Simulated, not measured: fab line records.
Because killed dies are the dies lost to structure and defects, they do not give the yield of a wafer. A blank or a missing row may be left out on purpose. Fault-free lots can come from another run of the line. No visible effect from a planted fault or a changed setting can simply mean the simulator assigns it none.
The same fault as seen by 2 desks || flow gf180mcu || only its own numbers are on each desk; what lay behind them is given at the end

== THE TOOL OWNER'S DESK: rie-diel-04 ==
The tool's own readings at GF_HV_LDD_ETCHBACK_58 (etches Si3N4 in CH3F/O2, stops on SiO2, time 100 s, target depth 90 nm): means of the sampled wafers that have a number, for each lot that ran on this tool. The brackets show how far a lot's mean lies from the usual mean; more than 4 standard deviations puts the lot out of limits, marked OUT.
Columns: A = bias-w at GF_HV_LDD_ETCHBACK_58, usual 80.04 W; B = drypump-motor-current-A at GF_HV_LDD_ETCHBACK_58, usual 5.5 A; C = oes-product-au at GF_HV_LDD_ETCHBACK_58, usual 0.843 a.u.; D = rf-fwd-power-W at GF_HV_LDD_ETCHBACK_58, usual 396.9 W; E = throttle-valve-pct at GF_HV_LDD_ETCHBACK_58, usual 10.561 %
{"lot": "L484", "first seen here": "day 16 02:28", "A": 79.97, "B": 5.7, "C": 0.839, "D": 396.2, "E": 10.555}
{"lot": "L485", "first seen here": "day 16 13:32", "A": 79.59, "B": 5.8, "C": 0.844, "D": 397.2, "E": 10.562}
{"lot": "L486", "first seen here": "day 16 21:01", "A": 80.10, "B": 5.8, "C": 0.842, "D": "418.7 (+16) OUT", "E": 10.565}
{"lot": "L487", "first seen here": "day 17 02:00", "A": 80.03, "B": 6.0, "C": 0.852, "D": "417.6 (+15) OUT", "E": 10.563}
This desk's verdict: out of limits on L486, L487, starting with L486 at day 16 21:01 (rf-fwd-power-W at GF_HV_LDD_ETCHBACK_58). Within limits: L484, L485.

== METROLOGY DESK ==
Means of the sampled wafers that have a number, per lot and without regard to the tool the lot ran on: this is what the gauges read. The brackets show how far a lot's mean lies from the usual mean; more than 4 standard deviations puts the lot out of limits, marked OUT.
Columns: A = cd-nm at GF_V1_CD_MEAS_14, usual 260.0 nm
{"lot": "L474", "first seen here": "day 18 18:42", "A": 260.7}
{"lot": "L475", "first seen here": "day 18 22:28", "A": 260.7}
{"lot": "L477", "first seen here": "day 19 20:44", "A": 260.7}
{"lot": "L481", "first seen here": "day 21 07:04", "A": 259.3}
{"lot": "L482", "first seen here": "day 21 10:33", "A": 258.1}
{"lot": "L484", "first seen here": "day 22 05:42", "A": 259.7}
{"lot": "L485", "first seen here": "day 22 17:08", "A": 260.8}
{"lot": "L486", "first seen here": "day 23 00:08", "A": 262.0}
{"lot": "L487", "first seen here": "day 23 05:14", "A": 260.5}
{"lot": "L493", "first seen here": "day 25 04:23", "A": 260.6}
{"lot": "L495", "first seen here": "day 25 19:34", "A": 258.9}
{"lot": "L496", "first seen here": "day 26 07:09", "A": 260.0}
This desk's finding: nothing out of limits on any of the 12 lots.

== BROUGHT TOGETHER ==
The tool owner's desk had the chance to raise an alarm at day 16 21:01 on L486, L487.
Metrology desk: nothing out of limits seen.
The metrology desk has L486, L487 on record, within its limits.
All the named lots went through GF_HV_LDD_ETCHBACK_58 on rie-diel-04.

== WHAT WAS PUT IN BY THE SIMULATOR ==
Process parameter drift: rie-diel-04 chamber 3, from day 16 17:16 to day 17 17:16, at GF_HV_LDD_ETCHBACK_58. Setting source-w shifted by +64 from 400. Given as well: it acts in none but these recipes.
Lots struck among those shown: L486, L487.
Delay in hours, fault start to first out-of-limits reading, by desk: the tool owner's desk at 4.
